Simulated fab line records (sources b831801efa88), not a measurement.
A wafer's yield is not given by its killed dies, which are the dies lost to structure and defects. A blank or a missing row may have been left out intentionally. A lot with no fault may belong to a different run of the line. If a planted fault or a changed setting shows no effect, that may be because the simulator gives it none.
A lot that was struck, set against a sound lot / flow gf180mcu / 17 steps out of a route of 602
Sound: wafers L927.2, L927.4, L927.6. The struck wafers were L936.1, L936.5, L936.6. The cause is given at the end.
Order at every step that has rows: each side's tool, ch and its chambers, its first start. Under that, the readings that differ: sound wafers / struck wafers / difference of the means / sigmas: that difference in standard deviations of wafers without a fault.
alike: a reading whose means differ by less than 2 such deviations, as well as words and numbers matching on both sides. not compared: withheld readings; readings where some wafer has no value; bounds like >300 that might hide an equal value; numbers whose values overlap and for which the record gives no deviation.
The two part at a step that has a row with sigmas, a row that says differs or no value, or rows on one side only. Non-overlapping numbers with no deviation appear without sigmas and do not part them. A reading that every wafer of one side lacks parts them only if that side has two wafers or more.

first, 1 step without rows for these wafers: GF_HV_LDD_IMPLANT_36.
GF_HV_LDD_STRIP_37: strips in O2/N2.
  sound on plasmaAsher-04 ch 0,1, day 12 20:12; struck on plasmaAsher-01 ch 0,1, day 15 09:48
reading=drypumpMotorCurrentA (A); sound=6.5 6.5 5.7; struck=5.6 5.6 5.4; difference=-0.7; sigmas=-2
  alike: heaterPowerW, o2FlowSccm, oesProductAu, stripTimeToEndpointS
  not compared: rfHoursCounterH
GF_HV_LDD_TW_MEAS_38:
  sound on filmMetro-04, day 12 20:19; struck on filmMetro-01, day 15 09:54
  alike: HV_LDD_3_TW
then, 7 steps without rows for these wafers: GF_HV_LDD_DEHYDRATE_39 (time 60 s); GF_HV_LDD_HMDS_40 (prime time 60 s); GF_HV_LDD_COAT_41 (resist thk 1000 nm); GF_HV_LDD_SOFTBAKE_42 (time 60 s); GF_HV_LDD_EXPOSE_43 (exposes mask Pplus HV AREA, target cd 400 nm); GF_HV_LDD_PEB_44; GF_HV_LDD_DEVELOP_45 (develop time 60 s).
GF_HV_LDD_CD_MEAS_46: target cd 400 nm.
  sound on cdSem-02, day 13 14:55; struck on cdSem-02, day 16 07:42
  alike: cdNm
GF_HV_LDD_OVL_MEAS_47:
  sound on overlay-02, day 13 15:01; struck on overlay-01, day 16 07:49
  alike: HV_LDD_03_OVL
GF_HV_LDD_IMPLANT_48:
  sound on implanter-03 ch 0, day 13 15:04; struck on implanter-02 ch 0, day 16 07:52
reading=beamEnergyKeV; sound=25.012 25.008 25.001; struck=26.603 26.582 26.590; difference=+1.585; sigmas=+99 or more
reading=model.implant.rpNm (nm); sound=82.02 82.02 82.02; struck=86.58 86.58 86.58; difference=+4.56; sigmas=
reading=model.implant.drpNm (nm); sound=35.62 35.62 35.62; struck=38.24 38.24 38.24; difference=+2.62; sigmas=
GF_HV_LDD_STRIP_49: strips in O2/N2.
  sound on plasmaAsher-01 ch 0,1, day 13 15:11; struck on plasmaAsher-02 ch 0,1, day 16 08:01
  alike: drypumpMotorCurrentA, heaterPowerW, o2FlowSccm, oesProductAu, stripTimeToEndpointS
  not compared: rfHoursCounterH
GF_HV_LDD_TW_MEAS_50:
  sound on filmMetro-04, day 13 15:18; struck on filmMetro-03, day 16 08:07
reading=HV_LDD_4_TW; sound=572.8 571.7 572.4; struck=579.5 580.1 577.9; difference=+6.9; sigmas=+3
then, 1 step without rows for these wafers: GF_HV_LDD_CLEAN_51 (cleans in SC1/SC2, time 150 s).
-- the record jumps here: 16 days lie between the struck wafers' starts before and after (it left off in module HV_LDD and takes up again in module PASSIVATION, whose first step shown is number 602 of the route) --
GF_PASSIVATION_PROBE_99:
  only the struck wafers here have rows in the record (prober-01, day 32 09:55); the sound ones have none

WHERE THEY PART
At GF_HV_LDD_STRIP_37 first; at GF_PASSIVATION_PROBE_99 last (within this record only).

WHY: the cause the simulator had injected
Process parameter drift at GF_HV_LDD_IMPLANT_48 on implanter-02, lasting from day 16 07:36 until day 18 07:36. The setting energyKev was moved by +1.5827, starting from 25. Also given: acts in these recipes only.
